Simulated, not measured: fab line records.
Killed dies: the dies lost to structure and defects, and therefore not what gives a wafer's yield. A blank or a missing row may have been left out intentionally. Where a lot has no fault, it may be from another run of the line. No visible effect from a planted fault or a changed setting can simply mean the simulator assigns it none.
Struck lot and sound lot, side by side | flow gf180mcu | 15 steps out of a route of 602
Sound: these wafers, L337.1, L337.3, L337.4. Struck: wafers L327.1, L327.5. (L327.3 of the same lot was not struck and is left out.) The cause comes at the end.
For every step that has rows: the tool of each side, followed by ch and its chambers, followed by its first start. Under that, the readings that differ: sound wafers | struck wafers | difference of the means | sigmas: that difference in standard deviations of wafers without a fault.
alike: a reading whose means differ by less than 2 such deviations, as well as words and numbers matching on both sides. not compared: withheld readings; readings where some wafer has no value; bounds like >300 that might hide an equal value; numbers whose values overlap and for which the record gives no deviation.
The two part at a step that has a row with sigmas, a row that says differs or no value, or rows on one side only. When numbers do not overlap yet have no deviation, they are printed without sigmas and do not part them. A reading that every wafer of one side lacks parts them only if that side has two wafers or more.

first, 3 steps without rows for these wafers: GF_CONTACT_EXPOSE_11 (exposes mask Contact, target cd 220 nm); GF_CONTACT_PEB_12 (peb time 90 s); GF_CONTACT_DEVELOP_13 (develop time 60 s).
GF_CONTACT_CD_MEAS_14 targets a cd of 220 nm.
  sound: cd sem-02 at day 22 05:27; struck: cd sem-02 at day 18 17:35
  reading    | sound             | struck      | difference | sigmas
  cd nm (nm) | 219.5 219.8 221.0 | 217.3 216.7 | -3.1       | -2
GF_CONTACT_OVL_MEAS_15:
  sound: overlay-02 at day 22 05:34; struck: overlay-01 at day 18 17:42
  alike: CONTACT_OVL
GF_CONTACT_ETCH_16: etches BARC in N2/H2.
  sound on rie diel-01 ch 1,2,3, day 22 05:37; struck on rie diel-02 ch 0,3, day 18 17:44
  alike: drypump motor current A, oes product au, throttle valve pct
GF_CONTACT_ETCH_17: etches SiO2 in C4F8/O2/Ar, stops on CoSi2, target depth 860 nm.
  sound: rie diel-01 ch 1,2,3; struck: rie diel-02 ch 0,3
  alike: oes product au
GF_CONTACT_STRIP_18: strips in O2/N2.
  sound on plasma asher-02 ch 0,1, day 22 05:46; struck on plasma asher-04 ch 0,1, day 18 17:53
  alike: drypump motor current A, heater power w, oes product au
  not compared: rf hours counter h
then, 3 steps without rows for these wafers: GF_CONTACT_CLEAN_19 (cleans in SPM); GF_CONTACT_CLEAN_20 (cleans in DIW); GF_CONTACT_CLEAN_21 (cleans in dHF, time 20 s).
GF_CONTACT_SPUTTER_22: material Ti, target thk 15 nm, time 80.02 s.
  sound: pvd sputter-03 at day 22 06:04; struck: pvd sputter-03 at day 18 18:13
  alike: throttle valve pct
GF_CONTACT_SPUTTER_23: material TiN, target thk 10 nm, time 40 s.
  sound: pvd sputter-03 at day 22 06:08; struck: pvd sputter-03 at day 18 18:16
  reading                                     | sound             | struck      | difference | sigmas
  model.TiN_of_CONTACT_SPUTTER_23.thk nm (nm) | 10.02 9.677 9.922 | 10.42 10.42 | +0.55      |
  alike: throttle valve pct
GF_CONTACT_CVD_24: deposits W, target thk 300 nm, time 90.339 s.
  sound on cvd w-02 ch 0,1, day 22 06:10; struck on cvd w-02 ch 0,1, day 18 18:19
  alike: heater power w
-- the record jumps here: 12 days lie between the struck wafers' starts before and after (it left off in module CONTACT and takes up again in module PASSIVATION, whose first step shown is number 602 of the route) --
GF_PASSIVATION_PROBE_99:
  only the struck wafers here have rows in the record (prober-02, day 31 02:47); the sound ones have none

== WHERE THEY PART ==
Earliest at GF_CONTACT_CD_MEAS_14; latest, in this record, at GF_PASSIVATION_PROBE_99.

WHY: what the simulator had put in
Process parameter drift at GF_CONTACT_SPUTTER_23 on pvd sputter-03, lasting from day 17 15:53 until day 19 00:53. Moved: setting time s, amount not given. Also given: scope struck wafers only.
